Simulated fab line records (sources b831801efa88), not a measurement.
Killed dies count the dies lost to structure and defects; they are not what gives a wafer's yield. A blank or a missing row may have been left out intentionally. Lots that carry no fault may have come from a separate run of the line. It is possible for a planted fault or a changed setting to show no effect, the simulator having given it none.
A lot that was struck, set against a sound lot	flow sky130	17 out of 708 route steps
Sound: these wafers, L790.2, L790.4, L790.5. Wafers struck: L803.1, L803.2, L803.5. The cause is given at the end.
Order at every step that has rows: each side's tool, ch and its chambers, its first start. Under that, the readings that differ: sound wafers	struck wafers	difference of the means	sigmas: that difference in standard deviations of wafers without a fault.
alike: readings with means less than 2 such deviations apart, plus words and numbers identical on both sides. not compared: withheld readings, readings lacking a value on some wafer, bounds such as >300 that could conceal the same value, and numbers that have no deviation in the record and whose values overlap.
A row with sigmas, a row that says differs or no value, or rows on one side alone: a step with any of these is where the two part. Numbers that don't overlap but have no deviation are shown without sigmas and don't part them. A reading missing from all wafers of one side parts the sides only when that side holds two or more wafers.

SKY_VT_ADJUST_HVTP_OVL_MEAS_08:
  sound on overlay-02, day 6 09:40; struck on overlay-01, day 9 18:14
  alike: VT_ADJUST_HVTP_OVL
then, 1 step without rows for these wafers: SKY_VT_ADJUST_HVTP_IMPLANT_09.
SKY_VT_ADJUST_HVTP_STRIP_10: strips in O2/N2.
  sound on plasma asher-02 ch 0,1, day 6 09:51; struck on plasma asher-04 ch 0,1, day 9 18:25
  alike: drypump motor current A, oes product au, strip time to endpoint s
  not compared: rf hours counter h
SKY_VT_ADJUST_HVTP_TW_MEAS_11:
  sound on film metro-03, day 6 09:58; struck on film metro-03, day 9 18:31
  alike: VT_ADJUST_HVTP_TW
then, 7 steps without rows for these wafers: SKY_VT_ADJUST_LVTN_DEHYDRATE_00 (time 60 s); SKY_VT_ADJUST_LVTN_HMDS_01 (prime time 60 s); SKY_VT_ADJUST_LVTN_COAT_02 (resist thk 3000 nm); SKY_VT_ADJUST_LVTN_SOFTBAKE_03; SKY_VT_ADJUST_LVTN_EXPOSE_04 (exposes mask NWM COMPLEMENT LESS NATIVE, target cd 840 nm); SKY_VT_ADJUST_LVTN_PEB_05; SKY_VT_ADJUST_LVTN_DEVELOP_06 (develop time 60 s).
SKY_VT_ADJUST_LVTN_OVL_MEAS_07:
  sound on overlay-01, day 7 04:23; struck on overlay-01, day 10 17:11
  alike: VT_ADJUST_LVTN_OVL
SKY_VT_ADJUST_LVTN_IMPLANT_08:
  sound on implanter-04 ch 0, day 7 04:26; struck on implanter-04 ch 0, day 10 17:14
reading	sound	struck	difference	sigmas
dose ions cm2	1.5702e+12 1.5676e+12 1.5681e+12	2.2143e+12 2.2149e+12 2.2136e+12	+6.4563e+11	+99 or more
faraday current uA	8.62 9.03 8.69	12.16 12.50 12.59	+3.64	+19
  alike: beam on s
SKY_VT_ADJUST_LVTN_STRIP_09: strips in O2/N2.
  sound on plasma asher-04 ch 0,1, day 7 04:34; struck on plasma asher-02 ch 0,1, day 10 17:23
reading	sound	struck	difference	sigmas
drypump motor current A (A)	6.0 5.9 6.0	5.8 4.8 4.8	-0.8	-2
  alike: oes product au, strip time to endpoint s
  not compared: rf hours counter h
SKY_VT_ADJUST_LVTN_TW_MEAS_10:
  sound on film metro-01, day 7 04:40; struck on film metro-02, day 10 17:29
reading	sound	struck	difference	sigmas
VT_ADJUST_LVTN_TW	238.4 239.6 240.2	271.1 271.1 272.1	+32.0	+13
then, 1 step without rows for these wafers: SKY_VT_ADJUST_LVTN_DEHYDRATE_11 (time 60 s).
-- record jumps: 38 days separate the struck wafers' starts on either side; left off in module VT_ADJUST_LVTN, taken up again in module PAD_OPEN, whose first shown step is the route's number 708 --
SKY_PAD_OPEN_PROBE_99:
  sound on prober-02, day 45 21:11; struck on prober-01, day 49 04:56
reading	sound	struck	difference	sigmas
killed at other	5 1 0	0 1	-2	-2
model.etest.nfet_01v8_lvt.drive ua um	587.7 572.8 582.6	558 558.4	-23	
model.etest.nfet_01v8_lvt.vt sat v (V)	0.5286 0.5386 0.5339	0.5482 0.5471	+0.0140	
model.etest.nfet_01v8.vt sat v (V)	0.6349 0.6431 0.6377	0.651 0.6563	+0.015	
model.etest.nfet_01v8_lvt.vt v (V)	0.5986 0.6119 0.6075	0.6158 0.6151	+0.0095	
model.etest.nfet_01v8_turned.vt sat v (V)	0.6376 0.6452 0.646	0.661 0.6579	+0.017	
model.etest.nfet_01v8_lvt.vt long v (V)	0.4324 0.4366 0.4368	0.4485 0.4481	+0.0130	
model.etest.nfet_01v8_lvt.body rise v (V)	0.1431 0.1447 0.1461	0.1545 0.153	+0.0091	
model.etest.nfet_01v8.body rise v (V)	0.1772 0.1771 0.1797	0.1854 0.1852	+0.0073	
  alike: killed_at_M0_to_M3, killed_at_M4_up, killed at contacts, killed at front end, killed dies, killed open, killed short

## WHERE THEY PART
First at SKY_VT_ADJUST_LVTN_IMPLANT_08; last, within this record, at SKY_PAD_OPEN_PROBE_99.

WHY: the cause the simulator had injected
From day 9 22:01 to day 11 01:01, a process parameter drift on implanter-04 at SKY_VT_ADJUST_LVTN_IMPLANT_08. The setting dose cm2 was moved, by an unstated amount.
